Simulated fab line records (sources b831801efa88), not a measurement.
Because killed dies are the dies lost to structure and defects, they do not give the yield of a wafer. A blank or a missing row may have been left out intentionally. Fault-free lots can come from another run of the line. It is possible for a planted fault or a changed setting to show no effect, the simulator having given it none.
What tool caused it? | flow sky130 | 33 wafers from 11 lots sampled at 8 of the route's 708 steps

== WHAT THE GAUGES READ, wafer by wafer ==
SKY_FIELD_ISO_BOW_MEAS_00. Usual: INCOMING_BOW 0 um, standard deviation 6.4.
lot  | measured    | on            | INCOMING_BOW (um) | flag
L301 | day 1 10:01 | film-metro-04 | -3 -2 3           |
L304 | day 2 01:00 | film-metro-03 | 1 11 -13          |
L312 | day 3 17:01 | film-metro-03 | 5 6 9             |
L313 | day 3 22:00 | film-metro-02 | 5 1 -1            |
L315 | day 4 08:01 | film-metro-03 | 4 -6 -2           |
L317 | day 4 18:00 | film-metro-03 | 6 -6 8            |
L319 | day 5 04:02 | film-metro-03 | 7 1 6             |
L320 | day 5 09:00 | film-metro-04 | 2 -6 -6           |
L321 | day 5 14:02 | film-metro-02 | -1 1 5            |
L322 | day 5 19:00 | film-metro-04 | 6 1 -7            |
L324 | day 6 05:01 | film-metro-02 | 0 -1 10           |

SKY_DNWELL_TW_MEAS_09. Usual: DNWELL_TW 1114, standard deviation 6.1.
lot  | measured    | on            | DNWELL_TW      | flag
L301 | day 3 05:31 | film-metro-02 | 1127 1119 1122 |
L304 | day 3 19:24 | film-metro-02 | 1127 1123 1118 |
L312 | day 5 19:04 | film-metro-02 | 1114 1114 1119 |
L313 | day 6 00:33 | film-metro-02 | 1106 1111 1110 |
L315 | day 6 06:46 | film-metro-01 | 1108 1106 1106 |
L317 | day 6 15:45 | film-metro-01 | 1113 1115 1119 |
L319 | day 7 17:17 | film-metro-01 | 1120 1114 1104 |
L320 | day 7 19:51 | film-metro-01 | 1110 1115 1113 |
L321 | day 7 20:31 | film-metro-02 | 1117 1115 1112 |
L322 | day 8 00:25 | film-metro-01 | 1116 1119 1117 |
L324 | day 8 13:40 | film-metro-01 | 1115 1111 1120 |

SKY_PWDE_TW_MEAS_10. Usual: PWDE_TW 374.5, standard deviation 1.9.
lot  | measured    | on            | PWDE_TW              | flag
L301 | day 3 21:28 | film-metro-02 | 372.1 374.9 373.3    |
L304 | day 4 11:03 | film-metro-02 | 375.6 374.6 377.2    |
L312 | day 6 14:01 | film-metro-01 | 1013.5 1019.7 1017.6 | OFF
L313 | day 6 18:38 | film-metro-04 | 1005.7 1008.0 1012.2 | OFF
L315 | day 7 01:15 | film-metro-04 | 376.3 376.9 375.9    |
L317 | day 7 11:11 | film-metro-04 | 377.4 378.5 377.6    |
L319 | day 8 13:55 | film-metro-01 | 372.1 377.6 377.4    |
L320 | day 8 16:32 | film-metro-04 | 374.1 374.4 375.2    |
L321 | day 8 17:07 | film-metro-01 | 373.7 375.0 374.9    |
L322 | day 8 21:38 | film-metro-01 | 374.5 375.5 375.3    |
L324 | day 9 11:18 | film-metro-02 | 377.5 376.7 377.4    |

SKY_NWELL_TW_MEAS_15. Usual: NWELL_TW 1822, standard deviation 8.9.
lot  | measured     | on            | NWELL_TW       | flag
L301 | day 4 13:28  | film-metro-02 | 1825 1823 1816 |
L304 | day 5 05:29  | film-metro-02 | 1822 1816 1821 |
L312 | day 7 08:52  | film-metro-02 | 1918 1915 1910 | OFF
L313 | day 7 14:11  | film-metro-04 | 1923 1918 1919 | OFF
L315 | day 7 21:55  | film-metro-02 | 1826 1819 1821 |
L317 | day 8 07:59  | film-metro-02 | 1808 1815 1811 |
L319 | day 9 12:07  | film-metro-02 | 1836 1845 1845 |
L320 | day 9 15:15  | film-metro-04 | 1831 1832 1809 |
L321 | day 9 15:28  | film-metro-01 | 1812 1814 1806 |
L322 | day 9 20:15  | film-metro-04 | 1830 1834 1833 |
L324 | day 10 09:58 | film-metro-01 | 1818 1821 1823 |

SKY_NWELL_OVL_MEAS_23. Usual: NWELL_01_OVL -0.3 nm, standard deviation 1.3.
lot  | measured     | on         | NWELL_01_OVL (nm) | flag
L301 | day 5 06:07  | overlay-02 | -0.1 0.5 -0.1     |
L304 | day 5 23:25  | overlay-01 | -2.9 -1.6 -0.9    |
L312 | day 8 04:34  | overlay-02 | -0.5 -1.3 -0.3    |
L313 | day 8 09:30  | overlay-01 | 0.6 -1.0 -0.9     |
L315 | day 8 18:22  | overlay-02 | -0.9 -1.7 -1.5    |
L317 | day 9 05:19  | overlay-01 | -0.9 -0.3 -1.4    |
L319 | day 10 10:19 | overlay-02 | -1.9 -2.7 -1.6    |
L320 | day 10 14:43 | overlay-01 | -1.3 0.3 -1.0     |
L321 | day 10 15:04 | overlay-02 | 0.5 0.3 0.2       |
L322 | day 10 18:21 | overlay-02 | 0.9 1.7 1.0       |
L324 | day 11 08:52 | overlay-02 | 0.4 0.6 0.3       |

SKY_NWELL_TW_MEAS_26. Usual: NWELL_2_TW 497.4, standard deviation 2.6.
lot  | measured     | on            | NWELL_2_TW           | flag
L301 | day 5 06:25  | film-metro-04 | 496.4 495.8 497.0    |
L304 | day 5 23:42  | film-metro-02 | 493.7 492.4 492.8    |
L312 | day 8 04:51  | film-metro-02 | 1034.9 1042.7 1038.0 | OFF
L313 | day 8 09:47  | film-metro-01 | 1030.2 1034.7 1035.0 | OFF
L315 | day 8 18:40  | film-metro-01 | 500.9 499.6 497.1    |
L317 | day 9 05:36  | film-metro-04 | 495.8 497.4 498.2    |
L319 | day 10 10:37 | film-metro-01 | 493.5 497.2 494.8    |
L320 | day 10 15:00 | film-metro-04 | 498.4 499.5 496.5    |
L321 | day 10 15:31 | film-metro-02 | 496.1 496.7 497.5    |
L322 | day 10 18:38 | film-metro-04 | 498.2 497.5 500.7    |
L324 | day 11 09:09 | film-metro-02 | 499.6 500.6 501.8    |

== EACH LOT AND THE TOOL THAT RAN IT (in order: tool; ch and the chambers of the sampled wafers; start) ==
lot  | SKY_DNWELL_COAT_02               | SKY_DNWELL_STRIP_08
L301 | litho-track-01 ch 0, day 2 20:44 | plasma-asher-04 ch 0,1, day 3 05:25
L304 | litho-track-03 ch 0, day 3 10:31 | plasma-asher-03 ch 0,1, day 3 19:18
L312 | litho-track-03 ch 0, day 5 09:59 | plasma-asher-04 ch 0, day 5 18:57
L313 | litho-track-03 ch 0, day 5 14:37 | plasma-asher-03 ch 0,1, day 6 00:27
L315 | litho-track-02 ch 0, day 5 20:56 | plasma-asher-04 ch 0,1, day 6 06:40
L317 | litho-track-02 ch 0, day 6 06:24 | plasma-asher-03 ch 0,1, day 6 15:39
L319 | litho-track-01 ch 0, day 7 06:30 | plasma-asher-03 ch 0,1, day 7 17:12
L320 | litho-track-02 ch 0, day 7 09:15 | plasma-asher-04 ch 0, day 7 19:45
L321 | litho-track-01 ch 0, day 7 09:24 | plasma-asher-01 ch 0,1, day 7 20:26
L322 | litho-track-01 ch 0, day 7 13:51 | plasma-asher-01 ch 0,1, day 8 00:19
L324 | litho-track-03 ch 0, day 8 02:20 | plasma-asher-04 ch 0,1, day 8 13:34
- SKY_DNWELL_COAT_02: resist thk 3000 nm.
- SKY_DNWELL_STRIP_08: strips in O2/N2.

== AS READ BY THE TOOLS THEMSELVES (means over the sampled wafers that have a number; for cases with no such wafer, the mark the record gives instead) ==
SKY_DNWELL_COAT_02. Usual: spin-speed-rpm at 1999.9 rpm, with a standard deviation of 1.3.
lot  | tool           | spin-speed-rpm (rpm) | flag
L301 | litho-track-01 | 2001.6               |
L304 | litho-track-03 | 2001.1               |
L312 | litho-track-03 | 1999.4               |
L313 | litho-track-03 | 2001.2               |
L315 | litho-track-02 | 2000.5               |
L317 | litho-track-02 | 1998.9               |
L319 | litho-track-01 | 1999.4               |
L320 | litho-track-02 | 1999.3               |
L321 | litho-track-01 | 1999.3               |
L322 | litho-track-01 | 2000.4               |
L324 | litho-track-03 | 1999.1               |

SKY_DNWELL_STRIP_08. Usual: chamber-pressure-mTorr 1500.1 mTorr, standard deviation 1.3; drypump-motor-current-A 5.9 A, standard deviation 0.64; oes-product-au 0.722 a.u., standard deviation 0.0047; strip-time-to-endpoint-s 36.92 s, standard deviation 0.14.
lot  | tool            | chamber-pressure-mTorr (mTorr) | drypump-motor-current-A (A) | oes-product-au (a.u.) | strip-time-to-endpoint-s (s) | flag
L301 | plasma-asher-04 | 1498.7                         | 6.1                         | 0.714                 | 36.79                        |
L304 | plasma-asher-03 | 1500.7                         | 6.1                         | 0.718                 | 37.03                        |
L312 | plasma-asher-04 | 1501.0                         | 6.8                         | 0.712                 | 17.06                        | OFF
L313 | plasma-asher-03 | 1499.0                         | 6.1                         | 0.719                 | 16.99                        | OFF
L315 | plasma-asher-04 | 1500.0                         | 6.1                         | 0.718                 | 36.76                        |
L317 | plasma-asher-03 | 1500.1                         | 6.1                         | 0.721                 | 36.91                        |
L319 | plasma-asher-03 | 1499.8                         | 6.1                         | 0.720                 | 36.75                        |
L320 | plasma-asher-04 | 1500.1                         | 6.8                         | 0.724                 | 36.93                        |
L321 | plasma-asher-01 | 1499.6                         | 5.1                         | 0.720                 | 36.92                        |
L322 | plasma-asher-01 | 1499.0                         | 5.4                         | 0.719                 | 36.71                        |
L324 | plasma-asher-04 | 1501.2                         | 6.1                         | 0.722                 | 37.14                        |

== THE ANSWER, worked out from the rows above alone ==
Rule: take the mean of a lot's wafers that have a number; if it is more than 3 standard deviations from the usual mean, the lot is off. A lot without any number at a reading at which 4 lots or more have one is off too. All remaining lots with rows at the step are treated as sound. The gauges are gone through in route order, then the tools' own readings, and for those a lot's mean is taken as printed above. At the first step where some lot is off, the reading lying furthest off is the one used; lots without a number count as furthest.
Off: L312, L313, at SKY_PWDE_TW_MEAS_10 (PWDE_TW).
A tool fits if, at a process step before that reading, it ran every lot that is off, and no sound lot after the first of them. The gauges at SKY_PWDE_TW_MEAS_10 aren't tried: what is off there is off at SKY_DNWELL_STRIP_08 too, on other tools, and a gauge's error can't cause that. No candidate that was tried fits.

== WHAT THE SIMULATOR HAD INSERTED ==
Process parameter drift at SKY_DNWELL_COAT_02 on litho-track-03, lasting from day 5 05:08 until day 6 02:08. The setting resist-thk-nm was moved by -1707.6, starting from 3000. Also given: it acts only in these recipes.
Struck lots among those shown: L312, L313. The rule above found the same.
